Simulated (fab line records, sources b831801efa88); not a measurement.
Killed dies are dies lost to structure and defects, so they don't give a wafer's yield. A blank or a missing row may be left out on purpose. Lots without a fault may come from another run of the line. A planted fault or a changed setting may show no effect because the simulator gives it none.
fab line records | flow gf180mcu
record lots=6 wafers=18 last_day=34
route steps=602 shown NWELL@47 LVPWELL@54
lots that met no fault: from a run of the same line without faults
start_h: hours from the record's first day to the start of the lot's first wafer shown | wait_h: hours since the lot's step before | " the same as in the row above | L1.1+2: a row that stands for several wafers | - no value, or no start given | * or withheld: withheld | < > ~ a bound
route shown NAME@n: a module of which the file shows steps, and the number in the route of the first | usual: mean/standard deviation of fault-free wafers | same: alike in all rows | chamber/n: place in a boat | sites: the reading at each site | _std_site: their standard deviation | _edge_site: outer sites' mean less inner sites' | radius_mm: how far each site lies from the wafer's centre | mask NAME#n: copy n | behind: the tool/chamber that last shaped the wafer | hold: why the lot was held/for how many hours/how that ended | device: the transistor (n, p or np) that didn't switch | end of line: the same wafers' tests at the end of the route | a step without rows: its recipe alone | killed: dies lost to structure and defects at the first sort, not the wafer's yield | map: a wafer's dies, x killed, . not, _ none there
set.NAME: the setting as run; set.NAME@STEP: as run at that earlier step | model.NAME: the simulator's own value behind a step, which no gauge read
lots at some steps of the route; a table a step, a row a wafer
services: from which hour (start_h, from the record's first day; less than 0 if before it) a tool's chamber was out of use, for how many hours, and why
## steps
# step GF_NWELL_PEB_05
# recipe temp_c=115 time_s=withheld
# step GF_NWELL_DEVELOP_06
# recipe wall_angle_deg=90 develop_time_s=60 dev_temp_c=23
# step GF_NWELL_OVL_MEAS_07
# usual NWELL_OVL=-0.3/1.1
# columns lot.wafer tool chamber start_h wait_h NWELL_OVL[nm]
L746.2 overlay-02 - 59.84 - 1.1
L746.4 " - " " -0.3
L746.5 " - " " 0.1
L752.1 overlay-01 - 94.29 - 0.8
L752.4 " - " " -0.9
L752.6 " - " " -0.2
L759.2 overlay-01 - 132.15 - -0.7
L759.4 " - " " -1.5
L759.5 " - " " 0.9
L760.1 overlay-02 - 139.08 - -1.6
L760.2 " - " " -2.4
L760.5 " - " " -0.8
L762.2 overlay-01 - 147.36 - 0.4
L762.4 " - " " -0.2
L762.5 " - " " 0.6
L768.1 overlay-01 - 181.09 - 0.1
L768.2 " - " " 0.5
L768.6 " - " " 0.2
# step GF_NWELL_IMPLANT_08
# recipe species=P energy_kev=450 dose_cm2=1.5e+13 tilt_deg=0
# step GF_NWELL_IMPLANT_09
# recipe species=P energy_kev=160 dose_cm2=4e+12 tilt_deg=0
# step GF_NWELL_STRIP_10
# recipe chemistry=O2/N2 power_w=1400 pressure_mtorr=1500 platen_temp_c=250 o2_flow_sccm=3000 n2_flow_sccm=300 overash_fraction=0.5
# usual drypump_motor_current_A=5.9/0.53 heater_power_w=360/48 oes_product_au=0.722/0.0043 strip_time_to_endpoint_s=36.93/0.098
# columns lot.wafer tool chamber start_h wait_h drypump_motor_current_A heater_power_w oes_product_au rf_hours_counter_h strip_time_to_endpoint_s
L746.2 plasma_asher-02 0 60.17 0.1 6.0 360 0.720 26 36.99
L746.4 " 1 " " 5.7 334 0.723 - 37.02
L746.5 " 0 " " 5.9 370 0.710 - 36.99
L752.1 plasma_asher-04 0 94.63 0.1 5.0 306 0.717 45 36.90
L752.4 " 1 " " 5.2 434 0.719 - 36.84
L752.6 " 0 " " 5.0 296 0.721 - 36.87
L759.2 plasma_asher-01 1 132.48 0.1 6.0 320 0.723 48 36.84
L759.4 " 0 " " 6.7 428 0.716 - 36.95
L759.5 " 0 " " 6.7 423 0.721 - 36.95
L760.1 plasma_asher-01 1 139.42 0.1 6.0 313 0.724 48 37.06
L760.2 " 0 " " 6.6 424 0.730 48 37.07
L760.5 " 0 " " 6.6 411 0.722 - 36.98
L762.2 plasma_asher-02 1 147.69 0.1 5.7 332 0.717 37 36.69
L762.4 " 0 " " 5.9 356 0.722 - 36.80
L762.5 " 0 " " 5.9 362 0.723 - 36.85
L768.1 plasma_asher-02 0 181.43 0.1 6.0 356 0.728 40 36.85
L768.2 " 1 " " 5.7 330 0.720 40 36.98
L768.6 " 1 " " 5.7 327 0.720 - 36.99
# step GF_NWELL_TW_MEAS_11
# usual NWELL_TW=1584/19
# columns lot.wafer tool chamber start_h wait_h NWELL_TW
L746.2 film_metro-04 - 60.28 0.1 1554
L746.4 " - " " 1559
L746.5 " - " " 1551
L752.1 film_metro-04 - 94.73 0.1 1571
L752.4 " - " " 1576
L752.6 " - " " 1572
L759.2 film_metro-03 - 132.59 0.1 1608
L759.4 " - " " 1605
L759.5 " - " " 1609
L760.1 film_metro-03 - 139.52 0.1 1596
L760.2 " - " " 1609
L760.5 " - " " 1606
L762.2 film_metro-03 - 147.80 0.1 1605
L762.4 " - " " 1600
L762.5 " - " " 1590
L768.1 film_metro-04 - 181.53 0.1 1576
L768.2 " - " " 1577
L768.6 " - " " 1580
# step GF_LVPWELL_DEHYDRATE_00
# recipe temp_c=200 time_s=60
# step GF_LVPWELL_HMDS_01
# recipe prime_time_s=60 prime_temp_c=120
# step GF_LVPWELL_COAT_02
# recipe spin_rpm=2000 resist_thk_nm=3000
# step GF_LVPWELL_SOFTBAKE_03
# recipe temp_c=110 time_s=withheld
# step GF_LVPWELL_EXPOSE_04
# recipe mask_id=LVPWELL target_cd_nm=600 na=0.6 source_shape=conventional sigma_outer=0.6 dose_mj=260
# step GF_LVPWELL_PEB_05
# recipe temp_c=115 time_s=withheld
# usual chill_plate_temp_C=23.00/0.094 exhaust_pa=45.0/0.93
# columns lot.wafer tool chamber start_h wait_h chill_plate_temp_C exhaust_pa
L746.2 litho_track-01 0 72 - 23.15 43.8
L746.4 " 0 " " 23.04 42.7
L746.5 " 0 " " 23.00 44.4
L752.1 litho_track-03 0 108 - 22.98 43.2
L752.4 " 0 " " 22.98 46.7
L752.6 " 0 " " 22.98 44.2
L759.2 litho_track-03 - 147 - - -
L759.4 " - " " - -
L759.5 " - " " - -
L760.1 litho_track-03 - 154 - - -
L760.2 " - " " - -
L760.5 " - " " - -
L762.2 litho_track-01 0 163 - 23.05 44.4
L762.4 " 0 " " 23.01 43.9
L762.5 " 0 " " 22.87 44.4
L768.1 litho_track-04 0 198 - 22.96 43.6
L768.2 " 0 " " 22.89 43.8
L768.6 " 0 " " 23.01 44.5
# step GF_LVPWELL_DEVELOP_06
# recipe wall_angle_deg=90 develop_time_s=60 dev_temp_c=23
## services
# columns tool chamber start_h hours kind
plasma_asher-01 - 56.18 0.4 repair
plasma_asher-01 - 112.94 14.6 pm
## key
first_sign step=GF_LVPWELL_PEB_05 reading=tool_record direction=missing
effect none on later readings
met_at GF_LVPWELL_PEB_05
struck_wafers L759.2,L759.4,L759.5,L760.1,L760.2,L760.5
sort_left_out L759.2,L759.4,L759.5,L760.1,L760.2,L760.5
tester_left_out L759,L760
onset_between 108 147
fault kind=skipped_step_whole tool=litho_track-03 chamber=- onset_h=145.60 steps=GF_LVPWELL_PEB_05 scope=struck_lots_only
# tester_left_out: of these lots the tester's yield and bins aren't shown, on N5 and GAA mostly nor the transistor test; their killed dies are dies lost to structure and defects alone, not to doping, threshold or leakage, so they don't give the yield
# sort_left_out: the simulated sort isn't trusted on such a fault, so these wafers' sort isn't shown, and their yield isn't known
